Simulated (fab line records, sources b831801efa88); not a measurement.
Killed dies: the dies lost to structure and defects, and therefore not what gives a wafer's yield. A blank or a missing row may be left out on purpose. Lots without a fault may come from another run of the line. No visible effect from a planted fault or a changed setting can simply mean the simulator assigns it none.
fab line records + flow gf180mcu
[record]
- lots = 13
- wafers = 39
- last-day = 34
route steps=602 shown NWELL@46 VT_IMPLANT@99 CONTACT@313 M1@332
lots that met no fault: from a run of the same line without faults
start-h: the number of hours between the record's first day and the start of the first shown wafer of the lot + wait-h: time in hours since the lot's previous step + " the same as in the row above + L1.1+2: one row covering several wafers at once + - no value present, or no start provided + * or withheld: withheld + < > ~ a bound
route shown NAME@n: NAME is a module with steps in the file, n the number in the route of the first one + usual: the fault-free wafers' mean and standard deviation + same: alike in all rows + chamber/n: place in a boat + sites: the reading at each site + _std_site: standard deviation of those values + _edge_site: the outer-site mean with the inner-site mean subtracted + radius-mm: for every site, how far away it sits from the centre of the wafer + mask NAME#n: copy n + behind: tool/chamber where the wafer was last shaped + hold: cause of the lot's hold/its duration in hours/its outcome + device: whichever transistor did not switch (one of n, p or np) + end of line: tests run on the same wafers once the route is complete + a step with no rows: only its recipe + killed: at the first sort, the dies lost to defects and structure; wafer yield is something else + map: a wafer's dies, x killed, . not, _ none there
set.NAME: the setting as run; set.NAME@STEP: as run at that earlier step + model.NAME: the simulator's own value behind a step, which no gauge read
steps of the route over a sample of lots; a table a step, a row a wafer
services: the hour from which a tool's chamber was out of use, counted from the record's first day as start-h (under 0 if before that day), plus the number of hours and why
[[steps]]
[step GF_NWELL_EXPOSE_04]
[recipe]
- mask-id = Nwell
- target-cd-nm = 860
- na = 0.6
- source-shape = conventional
- sigma-outer = 0.6
- dose-mj = 260
| lot.wafer  | tool             | chamber | start-h | wait-h | mask    |
|------------|------------------|---------|---------|--------|---------|
| L762.1+2+6 | iline-stepper-01 | 0       | 48.93   | -      | Nwell#0 |
| L765.1+4+5 | iline-stepper-02 | 0       | 65.59   | -      | Nwell#0 |
| L766.1+3+4 | iline-stepper-02 | 0       | 70.74   | -      | Nwell#0 |
| L767.3+5+6 | iline-stepper-02 | 0       | 76.93   | -      | Nwell#0 |
| L769.3+4+6 | iline-stepper-01 | 0       | 88.35   | -      | Nwell#0 |
| L770.1+3+5 | iline-stepper-01 | 0       | 91.29   | -      | Nwell#0 |
| L771.2+3+5 | iline-stepper-02 | 0       | 99.93   | -      | Nwell#0 |
| L775.4+5+6 | iline-stepper-01 | 0       | 119.80  | -      | Nwell#0 |
| L776.2+4+5 | iline-stepper-01 | 0       | 123.81  | -      | Nwell#0 |
| L779.1+3+4 | iline-stepper-02 | 0       | 141.64  | -      | Nwell#0 |
| L781.4+5+6 | iline-stepper-02 | 0       | 151.57  | -      | Nwell#0 |
| L783.1+3+6 | iline-stepper-02 | 0       | 163.67  | -      | Nwell#0 |
| L784.2+5+6 | iline-stepper-02 | 0       | 168.27  | -      | Nwell#0 |
[step GF_NWELL_OVL_MEAS_07]
[usual]
- NWELL_OVL = -0.4/1.5
| lot.wafer | tool       | chamber | start-h | wait-h | hold                     | NWELL_OVL[nm] |
|-----------|------------|---------|---------|--------|--------------------------|---------------|
| L762.1    | overlay-01 | -       | 54.75   | -      | -                        | 2.0           |
| L762.2    | "          | -       | "       | "      | -                        | 2.7           |
| L762.6    | "          | -       | "       | "      | -                        | 1.1           |
| L765.1    | overlay-02 | -       | 72.39   | -      | -                        | -1.8          |
| L765.4    | "          | -       | "       | "      | -                        | -1.8          |
| L765.5    | "          | -       | "       | "      | -                        | -1.5          |
| L766.1    | overlay-02 | -       | 77.20   | -      | -                        | 0.7           |
| L766.3    | "          | -       | "       | "      | -                        | 0.9           |
| L766.4    | "          | -       | "       | "      | -                        | 1.9           |
| L767.3    | overlay-01 | -       | 82.80   | -      | -                        | -1.3          |
| L767.5    | "          | -       | "       | "      | -                        | -1.4          |
| L767.6    | "          | -       | "       | "      | -                        | -3.6          |
| L769.3    | overlay-01 | -       | 94.55   | -      | -                        | 0.6           |
| L769.4    | "          | -       | "       | "      | -                        | -0.5          |
| L769.6    | "          | -       | "       | "      | -                        | -2.5          |
| L770.1    | overlay-02 | -       | 97.80   | -      | -                        | 0.4           |
| L770.3    | "          | -       | "       | "      | -                        | -0.9          |
| L770.5    | "          | -       | "       | "      | -                        | -0.5          |
| L771.2    | overlay-02 | -       | 107.00  | -      | -                        | -1.5          |
| L771.3    | "          | -       | "       | "      | -                        | -0.1          |
| L771.5    | "          | -       | "       | "      | -                        | -2.3          |
| L775.4    | overlay-01 | -       | 127.01  | -      | await-dispo/0.2h/release | 38.4          |
| L775.5    | "          | -       | "       | "      | await-dispo/0.2h/release | 40.6          |
| L775.6    | "          | -       | "       | "      | await-dispo/0.2h/release | 39.4          |
| L775.4    | overlay-01 | -       | 127.22  | 0.2    | -                        | 36.9          |
| L775.5    | "          | -       | "       | "      | -                        | 39.3          |
| L775.6    | "          | -       | "       | "      | -                        | 38.5          |
| L776.2    | overlay-01 | -       | 131.20  | -      | await-dispo/0.2h/release | 38.3          |
| L776.4    | "          | -       | "       | "      | await-dispo/0.2h/release | 39.6          |
| L776.5    | "          | -       | "       | "      | await-dispo/0.2h/release | 38.7          |
| L776.2    | overlay-01 | -       | 131.41  | 0.2    | -                        | 37.6          |
| L776.4    | "          | -       | "       | "      | -                        | 38.9          |
| L776.5    | "          | -       | "       | "      | -                        | 37.9          |
| L779.1    | overlay-01 | -       | 149.19  | -      | -                        | -0.6          |
| L779.3    | "          | -       | "       | "      | -                        | -0.7          |
| L779.4    | "          | -       | "       | "      | -                        | -0.5          |
| L781.4    | overlay-01 | -       | 158.86  | -      | -                        | 0.3           |
| L781.5    | "          | -       | "       | "      | -                        | -1.8          |
| L781.6    | "          | -       | "       | "      | -                        | -1.6          |
| L783.1    | overlay-01 | -       | 171.75  | -      | -                        | -2.8          |
| L783.3    | "          | -       | "       | "      | -                        | -2.2          |
| L783.6    | "          | -       | "       | "      | -                        | -1.2          |
| L784.2    | overlay-01 | -       | 176.09  | -      | -                        | -0.2          |
| L784.5    | "          | -       | "       | "      | -                        | 0.8           |
| L784.6    | "          | -       | "       | "      | -                        | 0.4           |
[step GF_VT_IMPLANT_STRIP_09]
[recipe]
- chemistry = O2/N2
- power-w = 1400
- pressure-mtorr = 1500
- platen-temp-c = 250
- o2-flow-sccm = 3000
- n2-flow-sccm = 300
- overash-fraction = 0.5
[usual]
- drypump-motor-current-A = 5.8/0.6
- heater-power-w = 316/9.9
- oes-product-au = 0.716/0.0051
- strip-time-to-endpoint-s = 12.64/0.036
| lot.wafer | tool            | chamber | start-h | wait-h | drypump-motor-current-A | heater-power-w | oes-product-au | rf-hours-counter-h | strip-time-to-endpoint-s |
|-----------|-----------------|---------|---------|--------|-------------------------|----------------|----------------|--------------------|--------------------------|
| L762.1    | plasma-asher-03 | 0       | 108.83  | 0.1    | 5.5                     | 334            | 0.717          | 47                 | 12.62                    |
| L762.2    | "               | 1       | "       | "      | 5.0                     | 306            | 0.726          | 47                 | 12.63                    |
| L762.6    | "               | 1       | "       | "      | 5.0                     | 307            | 0.710          | -                  | 12.64                    |
| L765.1    | plasma-asher-03 | 1       | 130.12  | 0.1    | 5.0                     | 306            | 0.715          | 50                 | 12.63                    |
| L765.4    | "               | 0       | "       | "      | 5.5                     | 329            | 0.721          | -                  | 12.61                    |
| L765.5    | "               | 1       | "       | "      | 5.0                     | 312            | 0.707          | -                  | 12.61                    |
| L766.1    | plasma-asher-03 | 1       | 134.98  | 0.1    | 5.0                     | 310            | 0.719          | 50                 | 12.60                    |
| L766.3    | "               | 1       | "       | "      | 5.0                     | 307            | 0.714          | -                  | 12.62                    |
| L766.4    | "               | 0       | "       | "      | 5.5                     | 316            | 0.716          | -                  | 12.58                    |
| L767.3    | plasma-asher-01 | 0       | 142.17  | 0.1    | 6.8                     | 330            | 0.710          | -                  | 12.72                    |
| L767.5    | "               | 0       | "       | "      | 6.8                     | 325            | 0.722          | -                  | 12.72                    |
| L767.6    | "               | 1       | "       | "      | 5.2                     | 312            | 0.724          | -                  | 12.67                    |
| L769.3    | plasma-asher-02 | 1       | 154.87  | 0.1    | 6.5                     | 307            | 0.714          | -                  | 12.53                    |
| L769.4    | "               | 0       | "       | "      | 5.8                     | 308            | 0.712          | -                  | 12.61                    |
| L769.6    | "               | 1       | "       | "      | 6.4                     | 313            | 0.722          | -                  | 12.62                    |
| L770.1    | plasma-asher-03 | 1       | 158.32  | 0.1    | 5.0                     | 306            | 0.712          | 53                 | 12.63                    |
| L770.3    | "               | 0       | "       | "      | 5.5                     | 329            | 0.719          | -                  | 12.65                    |
| L770.5    | "               | 0       | "       | "      | 5.5                     | 330            | 0.726          | -                  | 12.61                    |
| L771.2    | plasma-asher-02 | 1       | 168.77  | 0.1    | 6.5                     | 318            | 0.712          | 38                 | 12.59                    |
| L771.3    | "               | 1       | "       | "      | 6.5                     | 319            | 0.711          | -                  | 12.56                    |
| L771.5    | "               | 1       | "       | "      | 6.5                     | 309            | 0.718          | -                  | 12.60                    |
| L775.4    | plasma-asher-01 | 0       | 192.76  | 0.1    | 6.7                     | 324            | 0.717          | -                  | 12.61                    |
| L775.5    | "               | 0       | "       | "      | 6.8                     | 329            | 0.721          | -                  | 12.61                    |
| L775.6    | "               | 1       | "       | "      | 5.3                     | 322            | 0.726          | -                  | 12.59                    |
| L776.2    | plasma-asher-02 | 1       | 197.17  | 0.1    | 6.5                     | 317            | 0.715          | 41                 | 12.61                    |
| L776.4    | "               | 1       | "       | "      | 6.5                     | 314            | 0.720          | -                  | 12.63                    |
| L776.5    | "               | 1       | "       | "      | 6.5                     | 312            | 0.710          | -                  | 12.66                    |
| L779.1    | plasma-asher-02 | 1       | 218.72  | 0.1    | 6.5                     | 320            | 0.712          | 43                 | 12.65                    |
| L779.3    | "               | 1       | "       | "      | 6.5                     | 321            | 0.718          | -                  | 12.61                    |
| L779.4    | "               | 0       | "       | "      | 5.7                     | 309            | 0.721          | -                  | 12.69                    |
| L781.4    | plasma-asher-02 | 1       | 228.46  | 0.1    | 6.5                     | 309            | 0.719          | -                  | 12.64                    |
| L781.5    | "               | 0       | "       | "      | 5.7                     | 308            | 0.720          | -                  | 12.67                    |
| L781.6    | "               | 1       | "       | "      | 6.5                     | 314            | 0.708          | -                  | 12.62                    |
| L783.1    | plasma-asher-02 | 0       | 242.97  | 0.1    | 5.7                     | 314            | 0.714          | 46                 | 12.62                    |
| L783.3    | "               | 0       | "       | "      | 5.7                     | 310            | 0.707          | -                  | 12.58                    |
| L783.6    | "               | 1       | "       | "      | 6.5                     | 312            | 0.708          | -                  | 12.64                    |
| L784.2    | plasma-asher-03 | 1       | 248.07  | 0.1    | 5.0                     | 312            | 0.708          | 62                 | 12.71                    |
| L784.5    | "               | 1       | "       | "      | 5.0                     | 313            | 0.709          | -                  | 12.67                    |
| L784.6    | "               | 0       | "       | "      | 5.5                     | 331            | 0.713          | -                  | 12.65                    |
[step GF_CONTACT_THK_MEAS_26]
[recipe]
- thk-meas-gauge = xrf
- reads = W_of_CONTACT_CVD_24
[usual]
- CONTACT_W_THK = 303/3.2
| lot.wafer | tool          | chamber | start-h | wait-h | CONTACT_W_THK[nm] |
|-----------|---------------|---------|---------|--------|-------------------|
| L762.1    | film-metro-03 | -       | 359.79  | 0.1    | 308               |
| L762.2    | "             | -       | "       | "      | 308               |
| L762.6    | "             | -       | "       | "      | 312               |
| L765.1    | film-metro-04 | -       | 390.06  | 0.1    | 297               |
| L765.4    | "             | -       | "       | "      | 296               |
| L765.5    | "             | -       | "       | "      | 299               |
| L766.1    | film-metro-03 | -       | 395.97  | 0.1    | 304               |
| L766.3    | "             | -       | "       | "      | 310               |
| L766.4    | "             | -       | "       | "      | 304               |
| L767.3    | film-metro-04 | -       | 409.55  | 0.1    | 306               |
| L767.5    | "             | -       | "       | "      | 307               |
| L767.6    | "             | -       | "       | "      | 302               |
| L769.3    | film-metro-04 | -       | 430.69  | 0.1    | 305               |
| L769.4    | "             | -       | "       | "      | 310               |
| L769.6    | "             | -       | "       | "      | 311               |
| L770.1    | film-metro-03 | -       | 436.08  | 0.1    | 303               |
| L770.3    | "             | -       | "       | "      | 297               |
| L770.5    | "             | -       | "       | "      | 300               |
| L771.2    | film-metro-04 | -       | 450.54  | 0.1    | 310               |
| L771.3    | "             | -       | "       | "      | 307               |
| L771.5    | "             | -       | "       | "      | 307               |
| L775.4    | film-metro-04 | -       | 478.27  | 0.1    | 304               |
| L775.5    | "             | -       | "       | "      | 303               |
| L775.6    | "             | -       | "       | "      | 304               |
| L776.2    | film-metro-01 | -       | 484.69  | 0.1    | 302               |
| L776.4    | "             | -       | "       | "      | 304               |
| L776.5    | "             | -       | "       | "      | 305               |
| L779.1    | film-metro-04 | -       | 513.83  | 0.1    | 301               |
| L779.3    | "             | -       | "       | "      | 302               |
| L779.4    | "             | -       | "       | "      | 301               |
| L781.4    | film-metro-04 | -       | 529.11  | 0.1    | 307               |
| L781.5    | "             | -       | "       | "      | 302               |
| L781.6    | "             | -       | "       | "      | 303               |
| L783.1    | film-metro-04 | -       | 546.64  | 0.1    | 304               |
| L783.3    | "             | -       | "       | "      | 305               |
| L783.6    | "             | -       | "       | "      | 305               |
| L784.2    | film-metro-03 | -       | 552.64  | 0.1    | 300               |
| L784.5    | "             | -       | "       | "      | 299               |
| L784.6    | "             | -       | "       | "      | 301               |
[step GF_M1_STRIP_17]
[recipe]
- chemistry = O2/N2
- power-w = 1400
- pressure-mtorr = 1500
- platen-temp-c = 250
- o2-flow-sccm = 3000
- n2-flow-sccm = 300
- overash-fraction = 0.5
[usual]
- drypump-motor-current-A = 5.7/0.61
- heater-power-w = 317/11
- oes-product-au = 0.538/0.0045
- strip-time-to-endpoint-s = 7.39/0.043
| lot.wafer | tool            | chamber | start-h | wait-h | drypump-motor-current-A | heater-power-w | oes-product-au | rf-hours-counter-h | strip-time-to-endpoint-s |
|-----------|-----------------|---------|---------|--------|-------------------------|----------------|----------------|--------------------|--------------------------|
| L762.1    | plasma-asher-03 | 1       | 383.42  | 0.2    | 5.0                     | 308            | 0.543          | 76                 | 7.44                     |
| L762.2    | "               | 0       | "       | "      | 5.5                     | 334            | 0.533          | 76                 | 7.40                     |
| L762.6    | "               | 0       | "       | "      | 5.5                     | 334            | 0.536          | -                  | 7.41                     |
| L765.1    | plasma-asher-01 | 0       | 413.82  | 0.1    | 6.8                     | 326            | 0.540          | 31                 | 7.45                     |
| L765.4    | "               | 0       | "       | "      | 6.8                     | 326            | 0.537          | -                  | 7.37                     |
| L765.5    | "               | 1       | "       | "      | 5.2                     | 310            | 0.544          | -                  | 7.46                     |
| L766.1    | plasma-asher-03 | 1       | 420.02  | 0.1    | 5.0                     | 311            | 0.537          | 80                 | 7.42                     |
| L766.3    | "               | 1       | "       | "      | 5.0                     | 305            | 0.532          | -                  | 7.37                     |
| L766.4    | "               | 0       | "       | "      | 5.4                     | 331            | 0.538          | -                  | 7.40                     |
| L767.3    | plasma-asher-03 | 0       | 433.51  | 0.1    | 5.5                     | 339            | 0.546          | -                  | 7.45                     |
| L767.5    | "               | 1       | "       | "      | 5.0                     | 305            | 0.537          | -                  | 7.38                     |
| L767.6    | "               | 0       | "       | "      | 5.5                     | 333            | 0.541          | -                  | 7.42                     |
| L769.3    | plasma-asher-01 | 0       | 455.58  | 0.2    | 6.8                     | 327            | 0.534          | -                  | 7.40                     |
| L769.4    | "               | 1       | "       | "      | 5.2                     | 315            | 0.536          | -                  | 7.41                     |
| L769.6    | "               | 1       | "       | "      | 5.2                     | 321            | 0.538          | -                  | 7.38                     |
| L770.1    | plasma-asher-03 | 1       | 461.77  | 0.1    | 5.0                     | 308            | 0.532          | 84                 | 7.33                     |
| L770.3    | "               | 0       | "       | "      | 5.5                     | 336            | 0.546          | -                  | 7.41                     |
| L770.5    | "               | 1       | "       | "      | 5.0                     | 302            | 0.537          | -                  | 7.40                     |
| L771.2    | plasma-asher-02 | 0       | 475.62  | 0.1    | 5.7                     | 310            | 0.530          | 72                 | 7.34                     |
| L771.3    | "               | 0       | "       | "      | 5.7                     | 315            | 0.539          | -                  | 7.36                     |
| L771.5    | "               | 0       | "       | "      | 5.7                     | 307            | 0.540          | -                  | 7.37                     |
| L775.4    | plasma-asher-03 | 0       | 502.55  | 0.1    | 5.5                     | 329            | 0.533          | -                  | 7.39                     |
| L775.5    | "               | 1       | "       | "      | 5.0                     | 307            | 0.535          | -                  | 7.40                     |
| L775.6    | "               | 0       | "       | "      | 5.5                     | 332            | 0.535          | -                  | 7.35                     |
| L776.2    | plasma-asher-01 | 1       | 509.33  | 0.1    | 5.3                     | 320            | 0.541          | 41                 | 7.35                     |
| L776.4    | "               | 1       | "       | "      | 5.3                     | 315            | 0.537          | -                  | 7.39                     |
| L776.5    | "               | 0       | "       | "      | 6.7                     | 321            | 0.537          | -                  | 7.40                     |
| L779.1    | plasma-asher-02 | 0       | 537.18  | 0.1    | 5.7                     | 302            | 0.529          | 79                 | 7.28                     |
| L779.3    | "               | 0       | "       | "      | 5.7                     | 312            | 0.539          | -                  | 7.26                     |
| L779.4    | "               | 1       | "       | "      | 6.5                     | 312            | 0.528          | -                  | 7.31                     |
| L781.4    | plasma-asher-02 | 1       | 552.71  | 0.1    | 6.5                     | 308            | 0.534          | -                  | 7.32                     |
| L781.5    | "               | 1       | "       | "      | 6.5                     | 314            | 0.541          | -                  | 7.35                     |
| L781.6    | "               | 0       | "       | "      | 5.8                     | 313            | 0.536          | -                  | 7.35                     |
| L783.1    | plasma-asher-03 | 1       | 569.82  | 0.1    | 5.0                     | 298            | 0.545          | 96                 | 7.43                     |
| L783.3    | "               | 0       | "       | "      | 5.5                     | 325            | 0.541          | -                  | 7.41                     |
| L783.6    | "               | 1       | "       | "      | 5.0                     | 311            | 0.540          | -                  | 7.39                     |
| L784.2    | plasma-asher-02 | 1       | 575.83  | 0.1    | 6.4                     | 315            | 0.541          | 83                 | 7.39                     |
| L784.5    | "               | 0       | "       | "      | 5.7                     | 314            | 0.533          | -                  | 7.40                     |
| L784.6    | "               | 1       | "       | "      | 6.5                     | 318            | 0.539          | -                  | 7.40                     |
[[services]]
| tool             | chamber | start-h | hours | kind   |
|------------------|---------|---------|-------|--------|
| iline-stepper-01 | -       | 50.92   | 0.9   | repair |
| plasma-asher-01  | -       | 53.30   | 3.2   | repair |
| plasma-asher-03  | -       | 78.96   | 13.4  | repair |
| iline-stepper-02 | -       | 93.61   | 4.4   | pm     |
| plasma-asher-01  | -       | 95.89   | 14.6  | pm     |
| plasma-asher-01  | -       | 110.49  | 9.0   | pm     |
| plasma-asher-01  | -       | 119.49  | 2.8   | pm     |
| plasma-asher-02  | -       | 129.47  | 6.4   | repair |
| iline-stepper-01 | -       | 158.78  | 9.9   | repair |
| iline-stepper-02 | -       | 180.73  | 1.7   | pm     |
| iline-stepper-01 | -       | 212.23  | 4.4   | pm     |
| iline-stepper-01 | -       | 225.32  | 1.7   | pm     |
| plasma-asher-03  | -       | 238.98  | 4.9   | repair |
| plasma-asher-03  | -       | 271.79  | 0.5   | repair |
| plasma-asher-01  | -       | 274.68  | 2.2   | repair |
| iline-stepper-01 | -       | 298.03  | 7.5   | repair |
| plasma-asher-03  | -       | 363.07  | 14.6  | pm     |
| iline-stepper-02 | -       | 394.92  | 1.7   | pm     |
| iline-stepper-02 | -       | 437.95  | 2.6   | repair |
| iline-stepper-01 | -       | 443.50  | 1.7   | pm     |
| plasma-asher-02  | -       | 462.13  | 1.7   | repair |
| plasma-asher-03  | -       | 507.64  | 1.9   | repair |
| iline-stepper-01 | -       | 525.22  | 2.1   | pm     |
| iline-stepper-02 | -       | 556.80  | 7.2   | repair |
[[key]]
[first-sign]
- step = GF_NWELL_OVL_MEAS_07
- reading = visit
- direction = added
[effect]
- step = GF_NWELL_OVL_MEAS_07
- reading = NWELL_OVL
- direction = up
- sigmas = 27
- usual = -0.4
- struck = 39.2
met-at GF_NWELL_EXPOSE_04
struck-lots L775,L776
tester-left-out L775,L776
not-acting-at GF_VT_IMPLANT_STRIP_09,GF_CONTACT_THK_MEAS_26,GF_M1_STRIP_17
onset-between 91.29 119.80
[fault]
- kind = scanner-matching-overlay
- tool = iline-stepper-01
- chamber = -
- onset-h = 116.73
- steps = GF_NWELL_EXPOSE_04
- offset = 38.382
// tester-left-out: of these lots the tester's yield and bins aren't shown, on N5 and GAA mostly nor the transistor test; their killed dies are dies lost to structure and defects alone, not to doping, threshold or leakage, so they don't give the yield
